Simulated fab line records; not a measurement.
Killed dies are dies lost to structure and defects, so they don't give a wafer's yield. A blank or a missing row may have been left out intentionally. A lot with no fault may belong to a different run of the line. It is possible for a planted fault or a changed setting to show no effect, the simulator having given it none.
Comparing a struck lot with a sound one | flow sfq-line | 42 steps out of a route of 325
Sound: these wafers, L521.2, L521.4, L521.6. Wafers struck: L522.1, L522.3, L522.5. The cause comes at the end.
Each step with rows lists, per side, the tool, then ch with its chambers, then its first start. Under that, the readings that differ: sound wafers | struck wafers | difference of the means | sigmas: that difference in standard deviations of wafers without a fault.
alike: same words and numbers on both sides, and readings whose means sit less than 2 such deviations apart. not compared: any withheld reading, any reading some wafer has no value for, any bound like >300 that may hide the same value, and any number with overlapping values for which the record gives no deviation.
A row with sigmas, a row that says differs or no value, or rows on one side alone: a step with any of these is where the two part. Numbers that have no deviation but don't overlap get no sigmas and don't part them. Lack of a reading on every wafer of one side parts them only where that side has two or more wafers.

first, 6 steps without rows for these wafers: SFQ_TRILAYER_I2_VIA_LITHO_COAT_072 (resist thk 62 nm); SFQ_TRILAYER_I2_VIA_LITHO_COAT_067 (resist thk 650 nm); SFQ_TRILAYER_I2_VIA_LITHO_SOFTBAKE_071; SFQ_TRILAYER_I2_VIA_LITHO_EXPOSE_068 (exposes mask I2, target cd 500 nm); SFQ_TRILAYER_I2_VIA_LITHO_PEB_070 (peb time 60 s); SFQ_TRILAYER_I2_VIA_LITHO_DEVELOP_069 (time 60 s).
SFQ_I2_OVL_MEAS_918:
  sound on overlay-02, day 45 08:52; struck on overlay-01, day 45 14:52
  alike: I2_OVL
then, 1 step without rows for these wafers: SFQ_TRILAYER_I2_VIA_BARC_OPEN_VIA_ETCH_096 (etches BARC in O2, target depth 125 nm, time 41.7 s).
SFQ_TRILAYER_I2_VIA_ETCH_VIA_ETCH_070: etches SiO2 in CHF3, stops on Nb, target depth 260 nm.
  sound on rie-diel-01 ch 1,3, day 45 08:56; struck on rie-diel-01 ch 2,3, day 45 14:56
  alike: chamber-pressure-mTorr, drypump-motor-current-A, oes-product-au
then, 3 steps without rows for these wafers: SFQ_TRILAYER_I2_VIA_STRIP_STRIP_071 (strips in O2); SFQ_TRILAYER_I2_VIA_STRIP_SOLV_CLEAN_072 (cleans in NMP, time 600 s); SFQ_TRILAYER_M3_DEP_PRE_CLEAN_074 (time 22.5 s).
SFQ_TRILAYER_M3_DEP_SPUTTER_073: material Nb, target thk 200 nm, time 133.3 s.
  sound on pvd-sputter-05, day 45 09:52; struck on pvd-sputter-05, day 45 15:53
  reading                                             | sound                | struck               | difference | sigmas
  cathode-dc-power-W (W)                              | 2000.1 2000.3 2000.2 | 1875.8 1875.3 1875.6 | -124.6     | -99 or more
  model.Nb_of_TRILAYER_M3_DEP_SPUTTER_073.thk-nm (nm) | 198.5 198.7 200      | 187.3 187.4 188.4    | -11.4      |
  alike: throttle-valve-pct
SFQ_M3_RS_MEAS_919: measurement is done with a four-point probe.
  sound on film-metro-04, day 45 09:58; struck on film-metro-01, day 45 15:58
  reading           | sound             | struck            | difference | sigmas
  M3_NB_RS (ohm/sq) | 0.894 0.894 0.890 | 0.951 0.951 0.946 | +0.057     | +6
then, 6 steps without rows for these wafers: SFQ_TRILAYER_M3_LITHO_COAT_080 (resist thk 62 nm); SFQ_TRILAYER_M3_LITHO_COAT_075 (resist thk 600 nm); SFQ_TRILAYER_M3_LITHO_SOFTBAKE_079; SFQ_TRILAYER_M3_LITHO_EXPOSE_076 (exposes mask M3, target cd 500 nm); SFQ_TRILAYER_M3_LITHO_PEB_078 (peb time 60 s); SFQ_TRILAYER_M3_LITHO_DEVELOP_077 (time 60 s).
SFQ_M3_OVL_MEAS_921:
  sound on overlay-02, day 45 12:43; struck on overlay-01, day 45 18:24
  alike: M3_OVL
then, 1 step without rows for these wafers: SFQ_TRILAYER_M3_BARC_OPEN_METAL_ETCH_100 (etches BARC in O2, target depth 125 nm, time 41.7 s).
SFQ_TRILAYER_M3_ETCH_METAL_ETCH_078: etches Nb in Cl2/Ar, stops on SiO2, target depth 240 nm, time 120 s.
  sound on rie-metal-03 ch 1, day 45 12:49; struck on rie-metal-02 ch 0,1, day 45 18:29
  reading               | sound             | struck            | difference | sigmas
  oes-product-au (a.u.) | 0.892 0.889 0.893 | 0.865 0.861 0.864 | -0.028     | -4
  alike: chamber-pressure-mTorr, drypump-motor-current-A
  not compared: rf-hours-counter-h
then, 3 steps without rows for these wafers: SFQ_TRILAYER_M3_STRIP_STRIP_079 (strips in O2); SFQ_TRILAYER_M3_STRIP_SOLV_CLEAN_080 (cleans in NMP, time 600 s); SFQ_TRILAYER_I3_DEP_PECVD_081 (deposits SiO2 from SiH4/N2O, time 111.11 s, target thk 500 nm).
SFQ_TRILAYER_I3_CMP_CMP_082: polishes SiO2.
  sound on cmp-01 ch 2,3, day 45 19:02; struck on cmp-02 ch 1,2, day 46 03:36
  alike: head-pressure-psi, motor-current-A, retaining-ring-pressure-frac, slurry-filter-dp-kPa, time-to-endpoint-s
SFQ_I3_BOW_MEAS_922:
  sound on film-metro-02, day 45 22:03; struck on film-metro-04, day 46 06:06
  alike: I3_BOW
SFQ_TRILAYER_I3_METRO_MEASURE_083:
  sound on film-metro-02, day 45 22:21; struck on film-metro-04, day 46 06:13
  alike: thk-nm
then, 6 steps without rows for these wafers: SFQ_TRILAYER_I3_VIA_LITHO_COAT_090 (resist thk 62 nm); SFQ_TRILAYER_I3_VIA_LITHO_COAT_085 (resist thk 650 nm); SFQ_TRILAYER_I3_VIA_LITHO_SOFTBAKE_089; SFQ_TRILAYER_I3_VIA_LITHO_EXPOSE_086 (exposes mask I3, target cd 500 nm); SFQ_TRILAYER_I3_VIA_LITHO_PEB_088 (peb time 60 s); SFQ_TRILAYER_I3_VIA_LITHO_DEVELOP_087 (time 60 s).
-- the record jumps here: 6 days lie between the struck wafers' starts before and after --
SFQ_I3_OVL_MEAS_923:
  sound on overlay-01, day 52 00:02; struck on overlay-02, day 52 06:02
  alike: I3_OVL
SFQ_TRILAYER_I3_VIA_BARC_OPEN_VIA_ETCH_121: etches BARC in O2, target depth 125 nm, time 41.7 s.
  sound on rie-diel-03 ch 0,2,3, day 52 00:04; struck on rie-diel-03 ch 1,2,3, day 52 06:04
  alike: chamber-pressure-mTorr, drypump-motor-current-A, oes-product-au
  not compared: rf-hours-counter-h
then, 1 step without rows for these wafers: SFQ_TRILAYER_I3_VIA_ETCH_VIA_ETCH_088 (etches SiO2 in CHF3, stops on Nb, target depth 260 nm).
SFQ_TRILAYER_I3_VIA_STRIP_STRIP_089: strips in O2.
  sound on rie-metal-02 ch 0, day 52 00:13; struck on rie-metal-01 ch 0, day 52 06:13
  reading               | sound             | struck            | difference | sigmas
  oes-product-au (a.u.) | 1.017 1.012 1.011 | 0.999 0.996 0.998 | -0.016     | -2
  alike: chamber-pressure-mTorr, drypump-motor-current-A
  not compared: rf-hours-counter-h
then, 2 steps without rows for these wafers: SFQ_TRILAYER_I3_VIA_STRIP_SOLV_CLEAN_090 (cleans in NMP, time 600 s); SFQ_TRILAYER_M4_DEP_PRE_CLEAN_092 (time 22.5 s).
-- the record jumps here: 35 days lie between the struck wafers' starts before and after --
SFQ_M8_BOW_MEAS_951:
  sound on film-metro-02, day 86 19:52; struck on film-metro-02, day 86 23:26
  reading                 | sound               | struck               | difference | sigmas
  model.etest.m3.ohm-um   | 1.784 1.785 1.775   | 1.918 1.923 1.909    | +0.135     |
  model.etest.i2.link-ohm | 1.961 1.952 1.944   | 2.041 2.041 2.033    | +0.086     |
  model.etest.m3.ohm-sq   | 0.897 0.8958 0.8903 | 0.9504 0.9498 0.9449 | +0.0540    |
  model.etest.i3.link-ohm | 1.964 1.957 1.962   | 2.024 2.031 2.02     | +0.064     |
  alike: M8_BOW

WHERE THEY PART
Earliest at SFQ_TRILAYER_M3_DEP_SPUTTER_073; latest, in this record, at SFQ_TRILAYER_I3_VIA_STRIP_STRIP_089. Later steps at which nothing parts them and some readings are alike: SFQ_M8_BOW_MEAS_951.

WHY: what the simulator had put in
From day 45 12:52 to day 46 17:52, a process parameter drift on pvd-sputter-05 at SFQ_TRILAYER_M3_DEP_SPUTTER_073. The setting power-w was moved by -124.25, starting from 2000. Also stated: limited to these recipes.
